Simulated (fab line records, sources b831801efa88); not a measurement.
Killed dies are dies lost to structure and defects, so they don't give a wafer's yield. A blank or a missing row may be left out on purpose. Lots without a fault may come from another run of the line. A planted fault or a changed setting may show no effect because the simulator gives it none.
One fault seen from 2 desks | flow gf180mcu | each desk has only its own numbers; what lay behind them comes last

THE TOOL OWNER'S DESK: pvd_sputter-01
The tool's own readings at GF_SALICIDE_SPUTTER_03 (material TiN, target thk 20 nm, time 16.7 s): means of the sampled wafers that have a number, for each lot that ran on this tool. A lot is out of limits, marked OUT, if its mean lies more than 4 standard deviations from the usual mean; the brackets give that distance.
Columns: A = throttle_valve_pct at GF_SALICIDE_SPUTTER_03, usual 30.5 %
lot  | first seen here | A
L300 | day 15 16:16    | 30.6
L302 | day 16 17:32    | 30.1
L303 | day 16 22:00    | 30.0
L306 | day 17 18:10    | 30.3
L315 | day 21 05:37    | 30.4
L316 | day 21 09:44    | 30.2
L318 | day 22 01:03    | 30.1
This desk's finding: nothing out of limits on any of the 7 lots.

THE METROLOGY DESK
What the gauges read, lot by lot, whatever tool the lot ran on: means of the sampled wafers that have a number. A lot is out of limits, marked OUT, if its mean lies more than 4 standard deviations from the usual mean; the brackets give that distance.
Columns: A = NSD_RS at GF_PSD_RS_MEAS_14, usual 46.11 ohm/sq; B = SALICIDE_TIN_RS at GF_SALICIDE_RS_MEAS_04, usual 16.35 ohm/sq; C = SALICIDE_TIN_THK at GF_SALICIDE_THK_MEAS_05, usual 19.83 nm
lot  | first seen here | A     | B                | C
L300 | day 14 17:01    | 46.18 | 16.39            | 20.04
L301 | day 14 22:14    | 46.30 | 16.53            | 19.58
L302 | day 15 17:28    | 46.08 | 16.51            | 19.81
L303 | day 15 22:07    | 46.26 | 15.86            | 20.01
L305 | day 16 11:29    | 46.00 | 16.06            | 20.09
L306 | day 16 18:21    | 46.08 | 16.55            | 19.62
L307 | day 17 05:04    | 46.25 | 16.60            | 20.00
L308 | day 17 14:01    | 46.25 | 16.63            | 19.59
L310 | day 18 10:11    | 46.21 | 16.02            | 19.46
L315 | day 20 04:28    | 46.09 | 15.15 (-4.3) OUT | 23.03 (+15) OUT
L316 | day 20 08:19    | 46.25 | 14.52 (-6.5) OUT | 26.01 (+28) OUT
L318 | day 21 00:28    | 46.02 | 15.73            | 22.80 (+14) OUT
L323 | day 22 13:16    | 46.14 | 16.39            | 19.92
This desk's finding: out of limits on L315, L316, L318; first on L315, day 21 05:39 (SALICIDE_TIN_RS at GF_SALICIDE_RS_MEAS_04). In limits: L300, L301, L302, L303, L305, L306, L307, L308, L310, L323.

PUT TOGETHER
The metrology desk could have raised an alarm at day 21 05:39, on L315, L316, L318.
The tool owner's desk saw nothing out of limits.
The tool owner's desk has L315, L316, L318 on record, within its limits.
Of the lots named, all ran GF_SALICIDE_SPUTTER_03 on pvd_sputter-01.

WHAT THE SIMULATOR HAD PUT IN
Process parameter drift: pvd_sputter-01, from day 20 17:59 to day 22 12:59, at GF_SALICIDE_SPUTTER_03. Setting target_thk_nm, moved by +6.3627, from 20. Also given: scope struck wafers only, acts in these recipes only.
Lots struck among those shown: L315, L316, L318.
Hours from the fault's start to each desk's first reading out of limits: the metrology desk, 12.
